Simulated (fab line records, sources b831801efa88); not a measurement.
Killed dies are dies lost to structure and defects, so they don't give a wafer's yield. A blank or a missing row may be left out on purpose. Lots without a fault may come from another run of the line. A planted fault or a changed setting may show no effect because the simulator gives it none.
A sampling plan put to the test | flow gf180mcu | one fab line, 13 faults that these records tell of, each judged on the records of the lots that it struck
The plan is the line's own looks: the steps of the route at which a gauge or an inspection reads the wafer and doesn't change it. A look can be judged if struck wafers have a number there and the file gives its usual mean and standard deviation on fault-free wafers. Caught: at a look after the fault's first step, the mean of the struck wafers lies 4 or more of those standard deviations (sigma) from the usual mean. On the tool: the same test on the tool's own readings at the fault's steps. Another recipe on the struck wafers, or a record that is blank for them alone, also counts as caught.

THE FAULTS, as the simulator had put them in
1. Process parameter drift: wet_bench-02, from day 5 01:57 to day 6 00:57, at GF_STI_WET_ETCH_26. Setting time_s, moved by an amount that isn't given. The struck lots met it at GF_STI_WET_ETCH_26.
2. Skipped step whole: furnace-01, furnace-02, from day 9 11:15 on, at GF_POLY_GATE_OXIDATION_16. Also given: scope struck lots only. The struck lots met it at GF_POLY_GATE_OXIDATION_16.
3. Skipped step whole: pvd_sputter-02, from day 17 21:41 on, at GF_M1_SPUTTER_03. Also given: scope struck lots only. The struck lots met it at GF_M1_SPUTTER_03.
4. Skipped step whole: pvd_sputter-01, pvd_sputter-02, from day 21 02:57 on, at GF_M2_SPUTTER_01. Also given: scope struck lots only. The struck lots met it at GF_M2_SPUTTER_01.
5. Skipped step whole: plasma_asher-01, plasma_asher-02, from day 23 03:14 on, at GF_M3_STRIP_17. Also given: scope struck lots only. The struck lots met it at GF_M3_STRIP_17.
6. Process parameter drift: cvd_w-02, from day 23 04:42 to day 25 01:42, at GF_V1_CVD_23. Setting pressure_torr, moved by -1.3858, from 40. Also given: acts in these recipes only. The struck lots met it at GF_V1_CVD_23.
7. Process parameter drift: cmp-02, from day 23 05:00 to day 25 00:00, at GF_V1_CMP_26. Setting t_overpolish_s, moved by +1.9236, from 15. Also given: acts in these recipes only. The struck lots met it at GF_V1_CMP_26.
8. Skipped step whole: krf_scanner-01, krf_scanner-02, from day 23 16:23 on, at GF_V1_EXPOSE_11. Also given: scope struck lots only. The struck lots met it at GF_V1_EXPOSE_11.
9. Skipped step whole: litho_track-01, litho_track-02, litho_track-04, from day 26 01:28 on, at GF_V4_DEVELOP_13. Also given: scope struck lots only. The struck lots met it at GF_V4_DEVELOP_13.
10. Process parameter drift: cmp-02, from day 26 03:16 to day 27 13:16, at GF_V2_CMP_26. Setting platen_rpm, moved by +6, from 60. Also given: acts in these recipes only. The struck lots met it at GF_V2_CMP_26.
11. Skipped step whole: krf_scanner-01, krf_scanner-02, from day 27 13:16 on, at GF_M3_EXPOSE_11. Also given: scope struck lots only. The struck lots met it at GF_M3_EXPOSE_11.
12. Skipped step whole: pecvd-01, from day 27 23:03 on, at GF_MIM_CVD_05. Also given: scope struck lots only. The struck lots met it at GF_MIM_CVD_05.
13. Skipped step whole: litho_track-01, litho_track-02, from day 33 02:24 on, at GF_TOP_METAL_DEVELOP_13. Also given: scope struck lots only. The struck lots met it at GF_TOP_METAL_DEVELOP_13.

WHAT THE PLAN SAW
fault | on the tool itself                               | first look that catches it                   | reading, sigma | median hours from its first step to that look | hours from the fault's start to the first struck lot there | judged looks passed uncaught
1     | run_length_s -14 sigma                           | not the one look that can be judged after it | -              | -                                             | -                                                          | 1
2     | the tool's record is blank for the struck wafers | no look after it can be judged               | -              | -                                             | -                                                          | 0
3     | the tool's record is blank for the struck wafers | not the one look that can be judged after it | -              | -                                             | -                                                          | 1
4     | the tool's record is blank for the struck wafers | no look after it can be judged               | -              | -                                             | -                                                          | 0
5     | the tool's record is blank for the struck wafers | not the one look that can be judged after it | -              | -                                             | -                                                          | 1
6     | chamber_pressure_Torr -15 sigma                  | not the one look that can be judged after it | -              | -                                             | -                                                          | 1
7     | overpolish_run_s +99 or beyond sigma             | no look after it can be judged               | -              | -                                             | -                                                          | 0
8     | no reading that can be judged                    | no look after it can be judged               | -              | -                                             | -                                                          | 0
9     | the tool's record is blank for the struck wafers | no look after it can be judged               | -              | -                                             | -                                                          | 0
10    | platen_rpm +99 or beyond sigma                   | not the one look that can be judged after it | -              | -                                             | -                                                          | 1
11    | no reading that can be judged                    | no look after it can be judged               | -              | -                                             | -                                                          | 0
12    | the tool's record is blank for the struck wafers | no look after it can be judged               | -              | -                                             | -                                                          | 0
13    | the tool's record is blank for the struck wafers | no look after it can be judged               | -              | -                                             | -                                                          | 0
A dash: the fault isn't caught, or these records don't give the number.

Caught at a look: 0 of 13. Caught on the tool: 11 of 13. By one or the other: 11 of 13.
Caught on the tool alone: faults 1, 2, 3, 4, 5, 6, 7, 9, 10, 12, 13.
Caught by neither: faults 8, 11.
